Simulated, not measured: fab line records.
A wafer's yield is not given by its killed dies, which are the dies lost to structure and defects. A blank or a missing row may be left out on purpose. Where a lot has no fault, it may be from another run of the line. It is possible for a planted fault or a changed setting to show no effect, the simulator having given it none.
Struck lot and sound lot, side by side    flow sky130    18 steps out of a route of 708
Sound: wafers L876.2, L876.3, L876.5. Wafers L888.4, L888.5, L888.6 were the ones struck. The cause is given at the end.
For every step that has rows: the tool of each side, followed by ch and its chambers, followed by its first start. Under that, the readings that differ: sound wafers    struck wafers    difference of the means    sigmas: that difference in standard deviations of wafers without a fault.
alike: same words and numbers on both sides, and readings whose means sit less than 2 such deviations apart. not compared: any withheld reading, any reading some wafer has no value for, any bound like >300 that may hide the same value, and any number with overlapping values for which the record gives no deviation.
The two part at a step that has a row with sigmas, a row that says differs or no value, or rows on one side only. Numbers that have no deviation but don't overlap get no sigmas and don't part them. Lack of a reading on every wafer of one side parts them only where that side has two or more wafers.

SKY_VIA4_ETCH_12: etches SiO2 in C4F8/O2/Ar, stops on TiN, target depth 580 nm.
  sound on rie-diel-04 ch 0,1, day 44 23:53; struck on rie-diel-03 ch 0,1, day 47 10:02
  alike: oes-product-au
then, 5 steps without rows for these wafers: SKY_VIA4_STRIP_13 (strips in O2/N2); SKY_VIA4_STRIP_14 (strips in post etch residue remover, time 1200 s); SKY_VIA4_CLEAN_15 (cleans in IPA, time 180 s); SKY_VIA4_CLEAN_16 (cleans in O3/DIW); SKY_VIA4_SPUTTER_17 (material TiN, target thk 20 nm, time 80 s).
SKY_VIA4_CVD_18: deposits W, target thk 505 nm, time 152.14 s.
  sound on cvd-w-01 ch 0, day 45 01:15; struck on cvd-w-02 ch 0,1, day 47 10:49
  alike: heater-power-w, susceptor-temp-C
SKY_VIA4_RS_MEAS_19: uses a four-point probe to measure.
  struck on film-metro-02, day 47 10:59; sound on film-metro-04, day 45 01:31
  alike: VIA4_W_RS
SKY_VIA4_THK_MEAS_20: measures by xrf.
  struck on film-metro-02, day 47 11:04; sound on film-metro-04, day 45 01:38
  alike: VIA4_W_THK
SKY_VIA4_CMP_21: polishes, stops on SiO2, t overpolish 25 s, target thk 0 nm.
  sound on cmp-01 ch 0,2,3, day 45 01:47; struck on cmp-02 ch 1,2,3, day 47 11:29
  alike: head-pressure-psi, motor-current-A, overpolish-run-s, slurry-flow-ml-min, time-to-endpoint-s
SKY_METAL5_SPUTTER_00: material Ti, target thk 15 nm, time 10.36 s.
  struck on pvd-sputter-02, day 47 11:38; sound on pvd-sputter-02, day 45 01:59
  alike: cathode-dc-power-W, throttle-valve-pct
then, 1 step without rows for these wafers: SKY_METAL5_SPUTTER_01 (material TiN, target thk 20 nm, time 16.7 s).
SKY_METAL5_SPUTTER_02: material AlCu, target thk 1150 nm, time 61.2 s.
  struck on pvd-sputter-02, day 47 11:41; sound on pvd-sputter-02, day 45 02:02
reading                                      sound              struck             difference  sigmas
cathode-dc-power-W (W)                       10600 10598 10601  10040 10038 10039  -561        -99 or more
model.AlCu_of_METAL5_SPUTTER_02.thk-nm (nm)  1135 1155 1160     1114 1091 1105     -47         
  alike: throttle-valve-pct
SKY_METAL5_SPUTTER_03: material Ti, target thk 5 nm, time 3.3 s.
  struck on pvd-sputter-02, day 47 11:44; sound on pvd-sputter-02, day 45 02:05
  alike: cathode-dc-power-W, throttle-valve-pct
then, 1 step without rows for these wafers: SKY_METAL5_SPUTTER_04 (material TiN, target thk 70 nm, time 58.3 s).
SKY_METAL5_RS_MEAS_05: uses a four-point probe to measure.
  struck on film-metro-03, day 47 12:09; sound on film-metro-04, day 45 02:10
reading                  sound                 struck                difference  sigmas
METAL5_ALCU_RS (ohm/sq)  0.0274 0.0269 0.0268  0.0280 0.0286 0.0282  +0.0012     +4
  not compared: hold
SKY_METAL5_THK_MEAS_06: measures by xrf.
  struck on film-metro-03, day 47 14:08; sound on film-metro-04, day 45 02:17
reading               sound           struck          difference  sigmas
METAL5_ALCU_THK (nm)  1126 1144 1150  1099 1083 1092  -49         -3
  not compared: hold
-- the record jumps here: 2 days lie between the struck wafers' starts before and after (it left off in module METAL5 and takes up again in module PAD_OPEN, whose first step shown is number 708 of the route) --
SKY_PAD_OPEN_PROBE_99:
  struck on prober-02, day 49 21:49; sound on prober-02, day 47 20:13
reading                       sound                    struck                  difference  sigmas
killed-at-contacts            22 19 19                 25 28 41                +11         +2
model.etest.met5.rs-ohm-sq    0.02768 0.02702 0.02684  0.028 0.02867 0.02828   +0.001      
model.etest.met5.line-ohm-um  0.01727 0.01678 0.01665  0.01744 0.0179 0.01771  +0.00078    
  alike: defect-limited-yield, killed_at_M0_to_M3, killed_at_M4_up, killed-at-front-end, killed-at-other, killed-dies, killed-open, killed-short, sort_bin_3_pad_short, sort_bin_5_function, sort_bin_6_memory, sort-n-pass, sort-yield-pct

== WHERE THEY PART ==
At SKY_METAL5_SPUTTER_02 first; at SKY_PAD_OPEN_PROBE_99 last (within this record only).

WHY: the cause the simulator had injected
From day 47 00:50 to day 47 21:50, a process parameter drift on pvd-sputter-02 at SKY_METAL5_SPUTTER_02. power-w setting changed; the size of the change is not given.
